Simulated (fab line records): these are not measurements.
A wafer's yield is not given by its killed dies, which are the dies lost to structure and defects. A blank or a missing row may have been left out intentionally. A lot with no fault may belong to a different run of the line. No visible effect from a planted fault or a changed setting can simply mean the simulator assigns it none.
A lot that was struck, set against a sound lot | flow gf180mcu | 17 steps out of a route of 602
Sound: the wafers L680.1, L680.2, L680.4. Wafers struck: L685.3, L685.4, L685.5. At the end, the cause is stated.
Order at every step that has rows: each side's tool, ch and its chambers, its first start. Under that, the readings that differ: sound wafers | struck wafers | difference of the means | sigmas: that difference in standard deviations of wafers without a fault.
alike: readings with means less than 2 such deviations apart, plus words and numbers identical on both sides. not compared: withheld readings, readings lacking a value on some wafer, bounds such as >300 that could conceal the same value, and numbers that have no deviation in the record and whose values overlap.
A row with sigmas, a row that says differs or no value, or rows on one side alone: a step with any of these is where the two part. Non-overlapping numbers with no deviation appear without sigmas and do not part them. Lack of a reading on every wafer of one side parts them only where that side has two or more wafers.

first, 4 steps without rows for these wafers: GF_M1_SOFTBAKE_10 (time 60 s); GF_M1_EXPOSE_11 (exposes mask Metal1, target cd 230 nm); GF_M1_PEB_12 (peb time 90 s); GF_M1_DEVELOP_13 (develop time 60 s).
GF_M1_CD_MEAS_14: target cd 230 nm.
  sound on cd-sem-01, day 21 07:58; struck on cd-sem-02, day 22 19:34
  alike: cd-nm
GF_M1_OVL_MEAS_15:
  sound on overlay-02, day 21 08:05; struck on overlay-02, day 22 19:40
  alike: M1_OVL
GF_M1_METAL_ETCH_16: etches the open film in Cl2/BCl3, stops on SiO2, target depth 627.5 nm, time 104.6 s.
  sound on rie-metal-01 ch 0,1, day 21 08:07; struck on rie-metal-01 ch 0, day 22 19:46
  reading               | sound             | struck            | difference | sigmas
  oes-product-au (a.u.) | 0.960 0.968 0.967 | 0.975 0.978 0.985 | +0.014     | +2
  alike: drypump-motor-current-A, throttle-valve-pct
  not compared: rf-hours-counter-h
GF_M1_STRIP_17: strips in O2/N2.
  sound on plasma-asher-03 ch 0,1, day 21 08:14; struck on plasma-asher-02 ch 0,1, day 22 19:56
  alike: drypump-motor-current-A, heater-power-w, oes-product-au, strip-time-to-endpoint-s
  not compared: rf-hours-counter-h
then, 3 steps without rows for these wafers: GF_M1_STRIP_18 (strips in post etch residue remover, time 1200 s); GF_M1_CLEAN_19 (cleans in DIW); GF_V1_CVD_00 (deposits SiO2, target thk 600 nm, time 100 s).
GF_V1_THK_MEAS_01:
  sound on film-metro-02, day 21 08:53; struck on film-metro-02, day 22 20:41
  alike: V1_CVD_00_THK
GF_V1_CVD_02: deposits SiO2 from TEOS, target thk 850 nm, time 94.851 s.
  sound on pecvd-02 ch 0,1, day 21 08:56; struck on pecvd-02 ch 0,1,2, day 22 20:44
  reading                             | sound             | struck            | difference | sigmas
  rf-fwd-power-W (W)                  | 597.2 596.3 598.2 | 839.4 839.9 837.5 | +241.7     | +99 or more
  model.SiO2_of_V1_CVD_02.thk-nm (nm) | 852.9 857.3 869   | 932.2 959.1 958.5 | +90.2      |
  alike: heater-power-outer-w, heater-power-w
GF_V1_THK_MEAS_03:
  sound on film-metro-01, day 21 09:01; struck on film-metro-01, day 22 20:49
  reading            | sound       | struck      | difference | sigmas
  V1_CVD_02_THK (nm) | 853 857 869 | 932 959 958 | +90        | +8
GF_V1_CMP_04: polishes SiO2.
  sound on cmp-01 ch 0,1,2, day 21 09:04; struck on cmp-01 ch 0,3, day 22 20:52
  reading                | sound    | struck      | difference | sigmas
  time-to-endpoint-s (s) | 86 90 96 | 128 135 129 | +40        | +6
  alike: motor-current-A
GF_V1_BOW_MEAS_05:
  sound on film-metro-03, day 21 09:22; struck on film-metro-03, day 22 21:12
  alike: V1_BOW
GF_PASSIVATION_PROBE_99:
  rows exist in the record for the sound wafers here (prober-01, day 32 05:31), none for the struck ones

WHERE THEY PART
First at GF_M1_METAL_ETCH_16; last, within this record, at GF_PASSIVATION_PROBE_99.

WHY: what the simulator had put in
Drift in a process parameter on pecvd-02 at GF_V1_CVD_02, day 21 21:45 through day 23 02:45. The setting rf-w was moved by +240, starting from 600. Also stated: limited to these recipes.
